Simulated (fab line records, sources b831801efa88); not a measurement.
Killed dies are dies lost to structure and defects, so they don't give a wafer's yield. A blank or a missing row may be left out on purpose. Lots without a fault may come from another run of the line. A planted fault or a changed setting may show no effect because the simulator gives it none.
Tool commonality check | flow sky130 | 13 lots, 42 wafers sampled

WHY IT WAS OPENED
At SKY_RES_PROTECT_TW_MEAS_08 the reading POLY_GATE_TW is flagged on 1 of 13 lots. Wafers without a fault read 4054, standard deviation 83.
Rule: a lot is flagged when every wafer of it that has a number lies more than 4 standard deviations from that mean, or none has a number. The other lots count as sound.

lot  | measured     | on            | POLY_GATE_TW, wafer by wafer | flag
L830 | day 14 18:10 | film_metro-02 | 4132 4169 4182               |
L831 | day 14 22:01 | film_metro-04 | 3961 3979 3978               |
L832 | day 15 13:40 | film_metro-02 | 4130 4127 4144               |
L833 | day 15 18:30 | film_metro-01 | 3998 3956 3976               |
L836 | day 17 16:37 | film_metro-04 | 3977 3995 3987               |
L837 | day 17 17:31 | film_metro-04 | 3989 3971 3979               |
L838 | day 18 11:10 | film_metro-01 | 3994 4018 3996               |
L841 | day 19 15:19 | film_metro-02 | 4130 4150 4161               |
L843 | day 20 09:08 | film_metro-01 | 30 30 30 30 30 30            | FLAGGED
L844 | day 20 18:14 | film_metro-01 | 4001 4003 4009               |
L850 | day 22 10:12 | film_metro-02 | 4170 4184 4178               |
L852 | day 22 21:01 | film_metro-02 | 4152 4171 4166               |
L853 | day 23 09:15 | film_metro-02 | 4166 4180 4154               |
The numbers of the flagged lots are 30 on average: -4024 against the usual, or -48 standard deviations.

WHICH TOOL RAN EACH LOT
The record holds 1 process step before the reading, out of a route of 708 steps. In each cell: the tool, then ch and the chambers that the sampled wafers went through, then the start.
lot  | flag    | SKY_RES_PROTECT_EXPOSE_04
L830 |         | iline_stepper-01 ch 0, day 14 05:32
L831 |         | iline_stepper-01 ch 0, day 14 08:43
L832 |         | iline_stepper-02 ch 0, day 15 00:16
L833 |         | iline_stepper-01 ch 0, day 15 04:38
L836 |         | iline_stepper-02 ch 0, day 17 01:31
L837 |         | iline_stepper-01 ch 0, day 17 02:55
L838 |         | iline_stepper-02 ch 0, day 17 21:14
L841 |         | iline_stepper-01 ch 0, day 19 00:14
L843 | FLAGGED | iline_stepper-02 ch 0, day 19 17:13
L844 |         | iline_stepper-01 ch 0, day 20 02:35
L850 |         | iline_stepper-02 ch 0, day 21 19:11
L852 |         | iline_stepper-02 ch 0, day 22 05:47
L853 |         | iline_stepper-02 ch 0, day 22 17:49
What these steps do:
- SKY_RES_PROTECT_EXPOSE_04: exposes mask RPM, target cd 1270 nm.
- SKY_RES_PROTECT_TW_MEAS_08

FLAGGED OVER TOTAL, TOOL BY TOOL (the gauges that took the reading come last)
step                       | tool             | lots run | flagged | share of the flagged lots | sound lots run after its first flagged lot
SKY_RES_PROTECT_EXPOSE_04  | iline_stepper-01 | 6        | 0       | none                      | -
SKY_RES_PROTECT_EXPOSE_04  | iline_stepper-02 | 7        | 1       | all                       | 3 (L850,L852,L853)
SKY_RES_PROTECT_TW_MEAS_08 | film_metro-01    | 4        | 1       | all                       | 1 (L844)
SKY_RES_PROTECT_TW_MEAS_08 | film_metro-02    | 6        | 0       | none                      | -
SKY_RES_PROTECT_TW_MEAS_08 | film_metro-04    | 3        | 0       | none                      | -

WHAT THE TABLE ALLOWS
2 rows of the table ran every flagged lot: iline_stepper-02 at SKY_RES_PROTECT_EXPOSE_04, film_metro-01 at SKY_RES_PROTECT_TW_MEAS_08.
- iline_stepper-02 at SKY_RES_PROTECT_EXPOSE_04: 1 of its 7 lots flagged. Sound lots ran on it after the first flagged one (L850, L852, L853), which a lasting fault on the whole tool wouldn't allow.
- film_metro-01 at SKY_RES_PROTECT_TW_MEAS_08: 1 of its 4 lots flagged. Sound lots ran on it after the first flagged one (L844), which a lasting fault on the whole tool wouldn't allow.
No row of the table ran every flagged lot and no sound lot after the first.

WHAT THE SIMULATOR HAD PUT IN
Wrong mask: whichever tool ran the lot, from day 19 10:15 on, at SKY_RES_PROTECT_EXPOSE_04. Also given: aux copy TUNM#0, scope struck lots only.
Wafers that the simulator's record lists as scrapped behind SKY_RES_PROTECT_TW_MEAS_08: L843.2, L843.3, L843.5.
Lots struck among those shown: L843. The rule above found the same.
